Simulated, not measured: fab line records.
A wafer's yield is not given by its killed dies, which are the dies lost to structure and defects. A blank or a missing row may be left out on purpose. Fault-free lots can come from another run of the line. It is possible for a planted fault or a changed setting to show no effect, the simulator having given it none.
Which of the tools did it? -- flow sky130 -- 12 lots (36 wafers sampled), 1 step of a 708-step route

## WHAT THE GAUGES READ, wafer by wafer
SKY_FIELD_ISO_THK_MEAS_02.
lot,measured,on,FIELD_ISO_OXIDATION_00_THK (nm)
L075,day 1 16:39,filmMetro-01,11.65 11.55 11.77
L077,day 2 03:10,filmMetro-03,11.69 11.65 11.73
L079,day 2 12:38,filmMetro-01,11.43 11.53 11.32
L081,day 3 00:46,filmMetro-03,12.21 12.48 12.33
L083,day 3 09:04,filmMetro-03,11.84 11.64 11.62
L085,day 3 18:48,filmMetro-04,12.31 12.39 12.42
L087,day 4 04:38,filmMetro-04,11.60 11.72 11.73
L089,day 4 15:38,filmMetro-01,12.44 12.46 12.29
L091,day 5 00:50,filmMetro-04,12.01 11.78 12.06
L093,day 5 12:56,filmMetro-01,11.93 11.98 12.07
L095,day 6 05:15,filmMetro-01,11.77 11.78 11.58
L097,day 6 12:50,filmMetro-03,11.95 12.08 12.20

## WHAT TOOL EACH LOT RAN ON (gives the tool, then ch and the chambers of the sampled wafers, and finally the start)
No process step before these readings appears in the record.

## THE ANSWER, worked out from the rows above alone
Rule: the usual values come from the lots themselves. The widest of any qualifying gaps counts: lots, ordered by their means at a reading, are off when they make up no more than a third of the lots, leave a main group of 4 or more, and stand apart from it by 3 or more times the standard deviation of that group's means. A main group is skipped when, at the precision printed for the reading in the tables above, its means are all equal. Also off: a lot with no number at a reading for which 4 or more lots have one. Any other lot the step has rows for is counted as sound.
None of the lots is off at any reading shown; this tells nothing.

## WHAT HAD BEEN PUT IN BY THE SIMULATOR
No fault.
